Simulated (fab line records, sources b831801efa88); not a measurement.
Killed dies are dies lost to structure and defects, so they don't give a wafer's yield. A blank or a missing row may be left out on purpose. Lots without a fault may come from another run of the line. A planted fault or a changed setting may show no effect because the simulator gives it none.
A struck lot beside a sound one | flow sky130 | 22 steps out of a route of 708
Sound: wafers L830.2, L830.5, L830.6. Struck: wafers L839.3, L839.5, L839.6. The cause comes at the end.
At each step with rows: each side's tool, then ch and its chambers, then its first start. Under that, the readings that differ: sound wafers | struck wafers | difference of the means | sigmas: that difference in standard deviations of wafers without a fault.
alike: readings whose means differ by less than 2 such deviations, and words and numbers that are the same on both sides. not compared: withheld readings, readings that some wafer has no value for, bounds like >300 that may hide the same value, and numbers for which the record gives no deviation and whose values overlap.
The two part at a step that has a row with sigmas, a row that says differs or no value, or rows on one side only. Numbers that don't overlap but have no deviation are shown without sigmas and don't part them. A reading that every wafer of one side lacks parts them only if that side has two wafers or more.

first, 4 steps without rows for these wafers: SKY_VT_ADJUST_NCORE_SOFTBAKE_03 (time 60 s); SKY_VT_ADJUST_NCORE_EXPOSE_04 (exposes mask LVTN COMPLEMENT THIN, target cd 380 nm); SKY_VT_ADJUST_NCORE_PEB_05; SKY_VT_ADJUST_NCORE_DEVELOP_06 (develop time 60 s).
SKY_VT_ADJUST_NCORE_CD_MEAS_07: target cd 380 nm.
  sound on cd_sem-01, day 8 12:15; struck on cd_sem-01, day 11 06:55
  alike: cd_nm
SKY_VT_ADJUST_NCORE_OVL_MEAS_08:
  sound on overlay-01, day 8 12:21; struck on overlay-01, day 11 07:01
  alike: VT_ADJUST_NCORE_OVL
then, 1 step without rows for these wafers: SKY_VT_ADJUST_NCORE_IMPLANT_09.
SKY_VT_ADJUST_NCORE_STRIP_10: strips in O2/N2.
  sound on plasma_asher-01 ch 0,1, day 8 12:32; struck on plasma_asher-03 ch 0,1, day 11 07:13
  alike: drypump_motor_current_A, oes_product_au, strip_time_to_endpoint_s
  not compared: rf_hours_counter_h
SKY_VT_ADJUST_NCORE_TW_MEAS_11:
  sound on film_metro-02, day 8 12:38; struck on film_metro-03, day 11 07:18
  alike: VT_ADJUST_NCORE_TW
then, 3 steps without rows for these wafers: SKY_VT_ADJUST_HVTR_DEHYDRATE_00 (time 58.81 s); SKY_VT_ADJUST_HVTR_HMDS_01 (prime time 60 s); SKY_VT_ADJUST_HVTR_COAT_02 (resist thk 1140 nm).
SKY_VT_ADJUST_HVTR_SOFTBAKE_03: time 60 s.
  sound on litho_track-01 ch 0, day 8 23:30; struck on litho_track-03 ch 0, day 11 18:29
  reading                  | sound             | struck            | difference | sigmas
  heater_power_total_W (W) | 56.60 56.61 56.60 | 52.16 52.17 52.20 | -4.43      | -99 or more
  plate_temp_C (C)         | 90.03 89.70 89.97 | 84.93 84.71 84.96 | -5.03      | -39
then, 2 steps without rows for these wafers: SKY_VT_ADJUST_HVTR_EXPOSE_04 (exposes mask HVTRM, target cd 380 nm); SKY_VT_ADJUST_HVTR_PEB_05.
SKY_VT_ADJUST_HVTR_DEVELOP_06: develop time 57.37 s.
  sound on litho_track-03 ch 0, day 9 10:13; struck on litho_track-01 ch 0, day 12 07:16
  reading                                             | sound             | struck            | difference | sigmas
  developer_temp_C (C)                                | 23.01 22.97 23.01 | 23.18 23.30 23.17 | +0.22      | +2
  model.NOVOLAK_of_VT_ADJUST_HVTR_COAT_02.thk_nm (nm) | 1143 1143 1141    | 1149 1149 1154    | +8         |
SKY_VT_ADJUST_HVTR_CD_MEAS_07: target cd 380 nm.
  sound on cd_sem-01, day 9 10:22; struck on cd_sem-02, day 12 07:25
  alike: cd_nm
SKY_VT_ADJUST_HVTR_OVL_MEAS_08:
  sound on overlay-01, day 9 10:28; struck on overlay-01, day 12 07:30
  alike: VT_ADJUST_HVTR_OVL
then, 1 step without rows for these wafers: SKY_VT_ADJUST_HVTR_IMPLANT_09.
SKY_VT_ADJUST_HVTR_STRIP_10: strips in O2/N2.
  sound on plasma_asher-03 ch 0,1, day 9 10:39; struck on plasma_asher-02 ch 0,1, day 12 07:43
  reading                      | sound             | struck            | difference | sigmas
  strip_time_to_endpoint_s (s) | 14.21 14.21 14.20 | 14.28 14.29 14.30 | +0.08      | +2
  alike: drypump_motor_current_A, oes_product_au
  not compared: rf_hours_counter_h
SKY_VT_ADJUST_HVTR_TW_MEAS_11:
  sound on film_metro-04, day 9 10:46; struck on film_metro-01, day 12 07:48
  alike: VT_ADJUST_HVTR_TW
-- the record jumps here: 36 days lie between the struck wafers' starts before and after (it left off in module VT_ADJUST_HVTR and takes up again in module PAD_OPEN, whose first step shown is number 708 of the route) --
SKY_PAD_OPEN_PROBE_99:
  the record has rows for the struck wafers here (prober-02, day 48 02:00) and none for the sound ones

WHERE THEY PART
First at SKY_VT_ADJUST_HVTR_SOFTBAKE_03; last, within this record, at SKY_PAD_OPEN_PROBE_99.

WHY: what the simulator had put in
Process parameter drift: litho_track-03, from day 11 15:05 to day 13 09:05, at SKY_VT_ADJUST_HVTR_SOFTBAKE_03. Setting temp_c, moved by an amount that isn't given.
